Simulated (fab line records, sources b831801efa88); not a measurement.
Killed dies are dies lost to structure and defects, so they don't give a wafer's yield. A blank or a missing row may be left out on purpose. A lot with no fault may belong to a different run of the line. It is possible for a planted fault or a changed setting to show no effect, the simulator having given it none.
Which tool did it?    flow sky130    39 wafers from 13 lots sampled at 2 of the route's 708 steps

WHAT THE GAUGES READ, wafer by wafer
SKY_LDD_P_CD_MEAS_07: target cd 380 nm. Usual: cd nm at 379.9 nm, with a standard deviation of 2.4.
lot   measured      on         cd nm (nm)         flag
L482  day 18 23:14  cd sem-02  379.6 380.0 378.1  
L481  day 19 00:32  cd sem-01  380.0 382.7 384.2  
L483  day 19 20:14  cd sem-02  378.0 380.4 375.3  
L484  day 20 01:19  cd sem-02  378.9 378.3 380.9  
L487  day 21 22:29  cd sem-02  379.7 381.9 379.6  
L488  day 22 02:43  cd sem-01  384.5 383.2 381.9  
L489  day 22 07:10  cd sem-01  374.4 374.9 374.2  
L490  day 22 12:11  cd sem-02  378.9 379.2 379.3  
L493  day 23 17:58  cd sem-02  379.9 378.2 378.4  
L494  day 24 10:26  cd sem-01  379.2 378.4 380.5  
L502  day 26 14:38  cd sem-01  381.3 382.0 381.3  
L503  day 26 21:17  cd sem-02  383.0 379.7 379.1  
L504  day 27 12:11  cd sem-01  377.0 378.6 379.0  

SKY_LDD_HVN_OVL_MEAS_07. Usual: for LDD_HVN_OVL the level is -0.5 nm and the standard deviation is 1.5.
lot   measured      on          LDD_HVN_OVL (nm)  flag
L482  day 20 05:52  overlay-02  1.7 0.8 -0.6      
L481  day 20 07:44  overlay-02  -3.4 -3.0 -2.4    
L483  day 21 02:38  overlay-02  0.1 -0.1 -1.2     
L484  day 21 08:03  overlay-01  -1.8 -1.1 -2.2    
L487  day 23 04:55  overlay-02  -0.8 -2.0 -0.1    
L488  day 23 09:09  overlay-01  1.4 -1.2 -1.1     
L489  day 23 13:56  overlay-01  0.6 0.1 2.2       
L490  day 23 18:26  overlay-01  -2.5 -4.4 -2.8    
L493  day 24 23:27  overlay-01  0.6 0.1 0.3       
L494  day 25 16:11  overlay-02  -0.3 0.2 0.0      
L502  day 27 20:08  overlay-02  0.1 -0.6 -1.0     
L503  day 28 02:23  overlay-01  2.2 3.2 2.0       
L504  day 28 16:10  overlay-01  -0.9 -1.0 0.4     

TOOL THAT RAN EACH LOT (tool first, then ch and the chambers of the sampled wafers, then the start)
Record: no process step prior to these readings.

AS READ BY THE TOOLS THEMSELVES (means over the sampled wafers that have a number; for cases with no such wafer, the mark the record gives instead)
The record holds no such reading with a usual standard deviation.

THE ANSWER, worked out from the rows above alone
Rule: lot off if the mean of its wafers having a number is beyond 3 standard deviations from the usual mean. A lot without any number at a reading at which 4 lots or more have one is off too. All remaining lots with rows at the step are treated as sound. Order of review: gauges by route order, followed by the tools' own readings, for which a lot's mean as printed above is used. At the first step where some lot is off, the reading lying furthest off is the one used; lots without a number count as furthest.
Nothing can be told from this: no lot is off at any reading shown.

WHAT HAD BEEN PUT IN BY THE SIMULATOR
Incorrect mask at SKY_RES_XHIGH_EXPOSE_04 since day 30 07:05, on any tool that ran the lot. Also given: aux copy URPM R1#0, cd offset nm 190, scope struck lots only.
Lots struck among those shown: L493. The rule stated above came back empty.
